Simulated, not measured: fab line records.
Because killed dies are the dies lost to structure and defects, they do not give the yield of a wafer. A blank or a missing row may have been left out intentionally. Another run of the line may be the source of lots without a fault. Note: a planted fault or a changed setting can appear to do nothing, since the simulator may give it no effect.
Comparing a struck lot with a sound one || flow sky130 || 16 out of 708 route steps
Sound: wafers L106.1, L106.2, L106.5. Struck: wafer L121.2; the same lot's L121.6 was not struck, so it is left out; see the end for the cause.
Order at every step that has rows: each side's tool, ch and its chambers, its first start. Under that, the readings that differ: sound wafers || struck wafers || difference of the means || sigmas: that difference in standard deviations of wafers without a fault.
alike: readings with means less than 2 such deviations apart, plus words and numbers identical on both sides. not compared: withheld readings, readings lacking a value on some wafer, bounds such as >300 that could conceal the same value, and numbers that have no deviation in the record and whose values overlap.
Wherever a step has rows on one side only, a row that says differs or no value, or a row with sigmas, the two part there. Numbers that have no deviation but don't overlap get no sigmas and don't part them. Lack of a reading on every wafer of one side parts them only where that side has two or more wafers.

SKY_SD_N_OVL_MEAS_08:
  struck on overlay-01, day 34 11:56; sound on overlay-01, day 30 08:10
{"reading": "SD_N_OVL (nm)", "sound": "-1.8 -0.3 -2.1", "struck": 1.4, "difference": "+2.8", "sigmas": "+2"}
then, 2 steps without rows for these wafers: SKY_SD_N_IMPLANT_09; SKY_SD_N_IMPLANT_10.
SKY_SD_N_STRIP_11: strips in O2/N2.
  sound on plasmaAsher-01 ch 0,1, day 30 08:30; struck on plasmaAsher-03 ch 1, day 34 12:16
  alike: drypumpMotorCurrentA, oesProductAu, stripTimeToEndpointS
  not compared: rfHoursCounterH
SKY_SD_N_TW_MEAS_12:
  struck on filmMetro-03, day 34 12:22; sound on filmMetro-03, day 30 08:36
  alike: SD_N_TW
then, 1 step without rows for these wafers: SKY_SD_N_CLEAN_13 (cleans in SC1/SC2, time 150 s).
SKY_SD_N_RTA_14: time 2 s.
  sound on rtpAnneal-01 ch 0, day 30 08:43; struck on rtpAnneal-01 ch 0, day 34 12:28
  alike: lampPowerPct, rampDownCPerS, rampUpCPerS, wafer_temp_C_max
SKY_SD_N_RS_MEAS_16: measurement is done with a four-point probe.
  struck on filmMetro-01, day 34 12:40; sound on filmMetro-03, day 30 08:53
  alike: SD_N_RS
SKY_SD_N_RS_MEAS_17: measurement is done with a four-point probe.
  struck on filmMetro-01, day 34 12:47; sound on filmMetro-03, day 30 09:00
  alike: SD_P_RS
SKY_SD_N_RS_MEAS_18: measurement is done with a four-point probe.
  struck on filmMetro-01, day 34 12:54; sound on filmMetro-03, day 30 09:07
  alike: RES_XHIGH_RS
then, 1 step without rows for these wafers: SKY_SALICIDE_CLEAN_00 (cleans in HF-last, time 30 s).
SKY_LI_CONTACT_HDPCVD_00: deposits PSG, target thk 930 nm, time 155 s.
  sound on hdpcvd-02 ch 1,2, day 30 09:16; struck on hdpcvd-02 ch 2, day 34 13:01
{"reading": "runLengthS (s)", "sound": "183.4 183.4 183.5", "struck": 265.3, "difference": "+81.9", "sigmas": "+99 or more"}
{"reading": "model.PSG_of_LI_CONTACT_HDPCVD_00.thkNm (nm)", "sound": "943.9 926.8 934.5", "struck": 1395, "difference": "+460", "sigmas": ""}
SKY_LI_CONTACT_THK_MEAS_01:
  struck on filmMetro-02, day 34 13:08; sound on filmMetro-03, day 30 09:22
{"reading": "LI_CONTACT_HDPCVD_THK (nm)", "sound": "943 927 934", "struck": 1395, "difference": "+460", "sigmas": "+55"}
SKY_LI_CONTACT_CMP_02: polishes PSG.
  sound on cmp-01 ch 1,3, day 30 09:28; struck on cmp-01 ch 2, day 34 14:02
{"reading": "timeToEndpointS (s)", "sound": "34.8 32.2 34.1", "struck": 82.9, "difference": "+49.2", "sigmas": "+23"}
  alike: motorCurrentA
SKY_LI_CONTACT_BOW_MEAS_03:
  struck on filmMetro-02, day 34 14:18; sound on filmMetro-02, day 30 09:43
{"reading": "LI_CONTACT_BOW (um)", "sound": "59 67 50", "struck": 46, "difference": -13, "sigmas": -2}
SKY_PAD_OPEN_PROBE_99:
  the record holds rows for the sound wafers here (prober-02, day 47 17:08) but none for the struck ones

## WHERE THEY PART
First at SKY_SD_N_OVL_MEAS_08; last, within this record, at SKY_PAD_OPEN_PROBE_99.

WHY: what the simulator had put in
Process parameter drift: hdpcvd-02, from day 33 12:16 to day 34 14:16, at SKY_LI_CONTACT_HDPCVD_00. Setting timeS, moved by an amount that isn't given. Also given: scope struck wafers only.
